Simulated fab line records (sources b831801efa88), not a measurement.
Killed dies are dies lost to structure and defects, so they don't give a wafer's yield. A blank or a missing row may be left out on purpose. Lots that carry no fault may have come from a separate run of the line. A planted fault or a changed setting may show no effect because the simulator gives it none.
Which tool is to blame? | flow sky130 | Sampling: 11 lots, 33 wafers, 4 of 708 route steps

## WHAT THE GAUGES READ, wafer by wafer
SKY_METAL2_THK_MEAS_06: measures by xrf. Usual: for METAL2_ALCU_THK the level is 248 nm and the standard deviation is 3.
lot  | measured     | on            | METAL2_ALCU_THK (nm) | flag
L557 | day 33 18:49 | film-metro-02 | 243 243 243          |
L558 | day 34 07:20 | film-metro-01 | 250 247 251          |
L561 | day 35 11:28 | film-metro-02 | 243 245 244          |
L565 | day 36 14:04 | film-metro-03 | 229 244 246          |
L573 | day 39 15:20 | film-metro-01 | 250 250 251          |
L574 | day 40 08:17 | film-metro-03 | 245 247 246          |
L575 | day 40 09:46 | film-metro-02 | 252 248 250          |
L576 | day 40 10:03 | film-metro-01 | 247 246 246          |
L577 | day 40 10:22 | film-metro-01 | 248 249 246          |
L578 | day 40 19:00 | film-metro-02 | 246 244 246          |
L580 | day 41 05:32 | film-metro-03 | 244 244 243          |

## WHAT TOOL EACH LOT RAN ON (gives the tool, then ch and the chambers of the sampled wafers, and finally the start)
lot  | SKY_VIA1_ETCH_15                   | SKY_VIA1_CMP_24               | SKY_METAL2_SPUTTER_04
L557 | rie-diel-03 ch 1,2, day 33 17:16   | cmp-01 ch 2,3, day 33 18:14   | pvd-sputter-03, day 33 18:38
L558 | rie-diel-02 ch 1,3, day 34 05:47   | cmp-01 ch 0,1,3, day 34 06:49 | pvd-sputter-04, day 34 07:10
L561 | rie-diel-03 ch 0,1,2, day 35 09:55 | cmp-02 ch 1,3, day 35 10:53   | pvd-sputter-03, day 35 11:17
L565 | rie-diel-02 ch 0,1,3, day 36 12:26 | cmp-02 ch 0,1,2, day 36 13:30 | pvd-sputter-01, day 36 13:53
L573 | rie-diel-01 ch 0,3, day 39 13:48   | cmp-01 ch 0,3, day 39 14:49   | pvd-sputter-03, day 39 15:10
L574 | rie-diel-01 ch 2,3, day 40 06:11   | cmp-02 ch 1,2, day 40 07:41   | pvd-sputter-01, day 40 08:05
L575 | rie-diel-03 ch 0,1, day 40 07:59   | cmp-02 ch 0,2, day 40 09:14   | pvd-sputter-03, day 40 09:35
L576 | rie-diel-02 ch 1,2,3, day 40 08:01 | cmp-02 ch 0,2,3, day 40 09:32 | pvd-sputter-04, day 40 09:53
L577 | rie-diel-01 ch 0,1,2, day 40 08:42 | cmp-02 ch 0,1,3, day 40 09:50 | pvd-sputter-03, day 40 10:11
L578 | rie-diel-01 ch 0,1,2, day 40 17:26 | cmp-02 ch 0,2,3, day 40 18:26 | pvd-sputter-01, day 40 18:49
L580 | rie-diel-02 ch 1,2, day 41 03:58   | cmp-01 ch 0,1,3, day 41 04:58 | pvd-sputter-03, day 41 05:22
- SKY_VIA1_ETCH_15: etches SiO2 in C4F8/O2/Ar, stops on TiN, target depth 351 nm, time 54 s.
- SKY_VIA1_CMP_24: polishes, stops on SiO2, t overpolish 15 s, target thk 0 nm.
- SKY_METAL2_SPUTTER_04: material TiN, target thk 70 nm, time 58.3 s.

## WHAT THE TOOLS THEMSELVES READ (means of the sampled wafers that have a number; where no wafer has one, the mark that the record gives instead)
SKY_VIA1_ETCH_15. Usual: oes-product-au reads 0.982 a.u. (standard deviation 0.0052).
lot  | tool        | oes-product-au (a.u.) | flag
L557 | rie-diel-03 | 0.983                 |
L558 | rie-diel-02 | 0.976                 |
L561 | rie-diel-03 | 0.981                 |
L565 | rie-diel-02 | 0.980                 |
L573 | rie-diel-01 | 0.983                 |
L574 | rie-diel-01 | 0.980                 |
L575 | rie-diel-03 | 0.979                 |
L576 | rie-diel-02 | 0.977                 |
L577 | rie-diel-01 | 0.984                 |
L578 | rie-diel-01 | 0.982                 |
L580 | rie-diel-02 | 0.988                 |

SKY_VIA1_CMP_24. Usual: motor-current-A 11.1 A, standard deviation 1; overpolish-run-s 14.999 s, standard deviation 0.0091; time-to-endpoint-s 63.2 s, standard deviation 2.3.
lot  | tool   | motor-current-A (A) | overpolish-run-s (s) | time-to-endpoint-s (s) | flag
L557 | cmp-01 | 10.9                | 15.004               | 63.1                   |
L558 | cmp-01 | 10.8                | 14.993               | 62.2                   |
L561 | cmp-02 | 11.0                | 15.000               | 62.0                   |
L565 | cmp-02 | 11.7                | 15.002               | 62.0                   |
L573 | cmp-01 | 10.3                | 15.004               | 61.5                   |
L574 | cmp-02 | 11.3                | 15.007               | 64.3                   |
L575 | cmp-02 | 12.0                | 15.011               | 66.1                   |
L576 | cmp-02 | 10.8                | 15.005               | 63.3                   |
L577 | cmp-02 | 11.5                | 14.997               | 63.0                   |
L578 | cmp-02 | 10.7                | 14.989               | 64.0                   |
L580 | cmp-01 | 10.6                | 14.989               | 62.3                   |

SKY_METAL2_SPUTTER_04. Usual: throttle-valve-pct reads 30.4 % (standard deviation 0.89).
lot  | tool           | throttle-valve-pct (%) | flag
L557 | pvd-sputter-03 | 30.2                   |
L558 | pvd-sputter-04 | 31.7                   |
L561 | pvd-sputter-03 | 31.2                   |
L565 | pvd-sputter-01 | 29.4                   |
L573 | pvd-sputter-03 | 30.6                   |
L574 | pvd-sputter-01 | 30.0                   |
L575 | pvd-sputter-03 | 29.7                   |
L576 | pvd-sputter-04 | 31.5                   |
L577 | pvd-sputter-03 | 30.5                   |
L578 | pvd-sputter-01 | 29.6                   |
L580 | pvd-sputter-03 | 30.1                   |

## THE ANSWER, worked out from the rows above alone
Rule: take the mean of a lot's wafers that have a number; if it is more than 3 standard deviations from the usual mean, the lot is off. Also off: a lot with no number at a reading for which 4 or more lots have one. Where the step has rows for the other lots, those lots are counted as sound. The gauges are gone through in route order, then the tools' own readings, and for those a lot's mean is taken as printed above. The first step at which some lot is off is used, and at that step the reading that is off furthest; a lot without a number counts as furthest.
No lot is off on any of the readings shown, so nothing can be concluded from this.

## WHAT HAD BEEN PUT IN BY THE SIMULATOR
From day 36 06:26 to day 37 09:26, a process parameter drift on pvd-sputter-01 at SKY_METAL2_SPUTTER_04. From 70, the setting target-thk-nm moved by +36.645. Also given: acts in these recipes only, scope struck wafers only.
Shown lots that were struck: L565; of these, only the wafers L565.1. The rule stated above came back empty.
